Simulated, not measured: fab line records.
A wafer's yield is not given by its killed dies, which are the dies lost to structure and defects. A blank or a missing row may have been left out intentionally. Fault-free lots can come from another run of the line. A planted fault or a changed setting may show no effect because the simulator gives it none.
Which tool was responsible? || flow sky130 || 14 lots with 42 wafers sampled at 4 steps, on a route of 708 steps

## WHAT THE GAUGES SHOWED, per wafer
SKY_METAL3_OVL_MEAS_14.
{"lot": "L792", "measured": "day 38 08:53", "on": "overlay-02", "METAL3_OVL (nm)": "6 4 5"}
{"lot": "L794", "measured": "day 39 16:41", "on": "overlay-02", "METAL3_OVL (nm)": "0 -3 -1"}
{"lot": "L797", "measured": "day 39 17:32", "on": "overlay-01", "METAL3_OVL (nm)": "1 3 7"}
{"lot": "L798", "measured": "day 40 05:45", "on": "overlay-01", "METAL3_OVL (nm)": "9 6 0"}
{"lot": "L800", "measured": "day 41 04:08", "on": "overlay-02", "METAL3_OVL (nm)": "-2 4 7"}
{"lot": "L802", "measured": "day 41 05:50", "on": "overlay-01", "METAL3_OVL (nm)": "0 5 4"}
{"lot": "L801", "measured": "day 41 08:47", "on": "overlay-02", "METAL3_OVL (nm)": "4 1 8"}
{"lot": "L807", "measured": "day 42 20:47", "on": "overlay-01", "METAL3_OVL (nm)": "-2 0 -4"}
{"lot": "L808", "measured": "day 43 05:58", "on": "overlay-01", "METAL3_OVL (nm)": "-6 -11 -8"}
{"lot": "L810", "measured": "day 43 13:38", "on": "overlay-01", "METAL3_OVL (nm)": "8 -4 -2"}
{"lot": "L811", "measured": "day 44 09:59", "on": "overlay-01", "METAL3_OVL (nm)": "9 7 13"}
{"lot": "L813", "measured": "day 45 03:38", "on": "overlay-01", "METAL3_OVL (nm)": "2 2 6"}
{"lot": "L815", "measured": "day 46 03:05", "on": "overlay-02", "METAL3_OVL (nm)": "1 -11 -6"}
{"lot": "L814", "measured": "day 46 03:26", "on": "overlay-01", "METAL3_OVL (nm)": "0 -2 5"}

SKY_VIA4_THK_MEAS_01.
{"lot": "L792", "measured": "day 41 14:19", "on": "film_metro-02", "VIA4_HDPCVD_THK (nm)": "1741 1754 1740"}
{"lot": "L794", "measured": "day 42 17:38", "on": "film_metro-03", "VIA4_HDPCVD_THK (nm)": "1741 1765 1744"}
{"lot": "L797", "measured": "day 42 20:04", "on": "film_metro-02", "VIA4_HDPCVD_THK (nm)": "1737 1767 1734"}
{"lot": "L798", "measured": "day 43 09:41", "on": "film_metro-01", "VIA4_HDPCVD_THK (nm)": "1752 1745 1757"}
{"lot": "L800", "measured": "day 44 09:55", "on": "film_metro-01", "VIA4_HDPCVD_THK (nm)": "1757 1766 1767"}
{"lot": "L802", "measured": "day 44 10:52", "on": "film_metro-03", "VIA4_HDPCVD_THK (nm)": "1747 1758 1756"}
{"lot": "L801", "measured": "day 44 11:49", "on": "film_metro-03", "VIA4_HDPCVD_THK (nm)": "1748 1761 1766"}
{"lot": "L807", "measured": "day 45 18:13", "on": "film_metro-01", "VIA4_HDPCVD_THK (nm)": "1776 1777 1786"}
{"lot": "L808", "measured": "day 46 05:33", "on": "film_metro-03", "VIA4_HDPCVD_THK (nm)": "1750 1750 1740"}
{"lot": "L810", "measured": "day 46 12:28", "on": "film_metro-03", "VIA4_HDPCVD_THK (nm)": "1747 1738 1776"}
{"lot": "L811", "measured": "day 47 06:59", "on": "film_metro-01", "VIA4_HDPCVD_THK (nm)": "1728 1750 1753"}
{"lot": "L813", "measured": "day 47 22:22", "on": "film_metro-03", "VIA4_HDPCVD_THK (nm)": "1779 1754 1761"}
{"lot": "L815", "measured": "day 48 18:49", "on": "film_metro-03", "VIA4_HDPCVD_THK (nm)": "1763 1773 1752"}
{"lot": "L814", "measured": "day 48 19:56", "on": "film_metro-03", "VIA4_HDPCVD_THK (nm)": "1738 1754 1737"}

SKY_PASSIVATION_THK_MEAS_01.
{"lot": "L792", "measured": "day 43 15:24", "on": "film_metro-01", "PASSIVATION_CVD_00_THK (nm)": "89.2 88.0 90.4"}
{"lot": "L794", "measured": "day 44 17:04", "on": "film_metro-04", "PASSIVATION_CVD_00_THK (nm)": "89.0 90.5 88.8"}
{"lot": "L797", "measured": "day 44 18:21", "on": "film_metro-04", "PASSIVATION_CVD_00_THK (nm)": "90.0 90.5 91.5"}
{"lot": "L798", "measured": "day 45 08:37", "on": "film_metro-01", "PASSIVATION_CVD_00_THK (nm)": "87.5 89.8 89.8"}
{"lot": "L800", "measured": "day 46 07:31", "on": "film_metro-02", "PASSIVATION_CVD_00_THK (nm)": "89.8 91.4 92.4"}
{"lot": "L802", "measured": "day 46 07:46", "on": "film_metro-04", "PASSIVATION_CVD_00_THK (nm)": "89.8 89.9 91.5"}
{"lot": "L801", "measured": "day 46 09:33", "on": "film_metro-02", "PASSIVATION_CVD_00_THK (nm)": "87.9 88.2 89.1"}
{"lot": "L807", "measured": "day 47 12:26", "on": "film_metro-01", "PASSIVATION_CVD_00_THK (nm)": "89.2 88.1 88.5"}
{"lot": "L808", "measured": "day 48 00:45", "on": "film_metro-04", "PASSIVATION_CVD_00_THK (nm)": "89.1 90.1 90.3"}
{"lot": "L813", "measured": "day 49 12:45", "on": "film_metro-02", "PASSIVATION_CVD_00_THK (nm)": "89.0 89.6 90.4"}
{"lot": "L815", "measured": "day 50 06:52", "on": "film_metro-04", "PASSIVATION_CVD_00_THK (nm)": "91.0 89.7 92.2"}
{"lot": "L814", "measured": "day 50 07:19", "on": "film_metro-01", "PASSIVATION_CVD_00_THK (nm)": "90.4 89.9 92.4"}

## WHAT TOOL EACH LOT RAN ON (gives the tool, then ch and the chambers of the sampled wafers, and finally the start)
{"lot": "L792", "SKY_VIA4_DEVELOP_10": "litho_track-04 ch 0, day 42 13:55"}
{"lot": "L794", "SKY_VIA4_DEVELOP_10": "litho_track-03 ch 0, day 43 15:52"}
{"lot": "L797", "SKY_VIA4_DEVELOP_10": "litho_track-01 ch 0, day 43 18:04"}
{"lot": "L798", "SKY_VIA4_DEVELOP_10": "litho_track-01 ch 0, day 44 08:31"}
{"lot": "L800", "SKY_VIA4_DEVELOP_10": "litho_track-01 ch 0, day 45 07:53"}
{"lot": "L802", "SKY_VIA4_DEVELOP_10": "litho_track-01 ch 0, day 45 08:13"}
{"lot": "L801", "SKY_VIA4_DEVELOP_10": "litho_track-04 ch 0, day 45 09:34"}
{"lot": "L807", "SKY_VIA4_DEVELOP_10": "litho_track-01 ch 0, day 46 14:26"}
{"lot": "L808", "SKY_VIA4_DEVELOP_10": "litho_track-03 ch 0, day 47 01:55"}
{"lot": "L810", "SKY_VIA4_DEVELOP_10": "litho_track-01, day 47 08:34"}
{"lot": "L811", "SKY_VIA4_DEVELOP_10": "litho_track-04, day 48 02:52"}
{"lot": "L813", "SKY_VIA4_DEVELOP_10": "litho_track-03 ch 0, day 48 17:04"}
{"lot": "L815", "SKY_VIA4_DEVELOP_10": "litho_track-04 ch 0, day 49 12:01"}
{"lot": "L814", "SKY_VIA4_DEVELOP_10": "litho_track-04 ch 0, day 49 13:07"}
- SKY_VIA4_DEVELOP_10: develop time 60 s.

## AS READ BY THE TOOLS THEMSELVES (means over the sampled wafers that have a number; for cases with no such wafer, the mark the record gives instead)
SKY_VIA4_DEVELOP_10.
{"lot": "L792", "tool": "litho_track-04", "chill_plate_temp_C (C)": 23.06}
{"lot": "L794", "tool": "litho_track-03", "chill_plate_temp_C (C)": 22.93}
{"lot": "L797", "tool": "litho_track-01", "chill_plate_temp_C (C)": 22.94}
{"lot": "L798", "tool": "litho_track-01", "chill_plate_temp_C (C)": 22.97}
{"lot": "L800", "tool": "litho_track-01", "chill_plate_temp_C (C)": 23.17}
{"lot": "L802", "tool": "litho_track-01", "chill_plate_temp_C (C)": 23.22}
{"lot": "L801", "tool": "litho_track-04", "chill_plate_temp_C (C)": 23.13}
{"lot": "L807", "tool": "litho_track-01", "chill_plate_temp_C (C)": 23.04}
{"lot": "L808", "tool": "litho_track-03", "chill_plate_temp_C (C)": 22.93}
{"lot": "L810", "tool": "litho_track-01", "chill_plate_temp_C (C)": "-"}
{"lot": "L811", "tool": "litho_track-04", "chill_plate_temp_C (C)": "-"}
{"lot": "L813", "tool": "litho_track-03", "chill_plate_temp_C (C)": 22.94}
{"lot": "L815", "tool": "litho_track-04", "chill_plate_temp_C (C)": 23.08}
{"lot": "L814", "tool": "litho_track-04", "chill_plate_temp_C (C)": 22.98}

## THE ANSWER, worked out from the rows above alone
Rule: usual is defined by the lots themselves. Put in order of their means at a reading, lots are off if they are a third of the lots or fewer, leave a main group of 4 or more, and stand apart from it by a gap of 3 or more times the standard deviation of the main group's means; of several such gaps the widest counts. If all means in a main group match to the digits the tables above print for the reading, that group is not used. A lot without any number at a reading at which 4 lots or more have one is off too. All remaining lots with rows at the step are treated as sound. Order of review: gauges by route order, followed by the tools' own readings, for which a lot's mean as printed above is used. At the first step where some lot is off, the reading lying furthest off is the one used; lots without a number count as furthest.
Off: L810, L811, at SKY_VIA4_DEVELOP_10 (chill_plate_temp_C). Without a number there: L810, L811. The main group has a mean of 23.03 C with a standard deviation of 0.096.
A tool fits if, at that step or a process step before it, it ran every lot that is off, and no sound lot after the first of them. Not one of the candidates tried fits.

## WHAT WAS PUT IN BY THE SIMULATOR
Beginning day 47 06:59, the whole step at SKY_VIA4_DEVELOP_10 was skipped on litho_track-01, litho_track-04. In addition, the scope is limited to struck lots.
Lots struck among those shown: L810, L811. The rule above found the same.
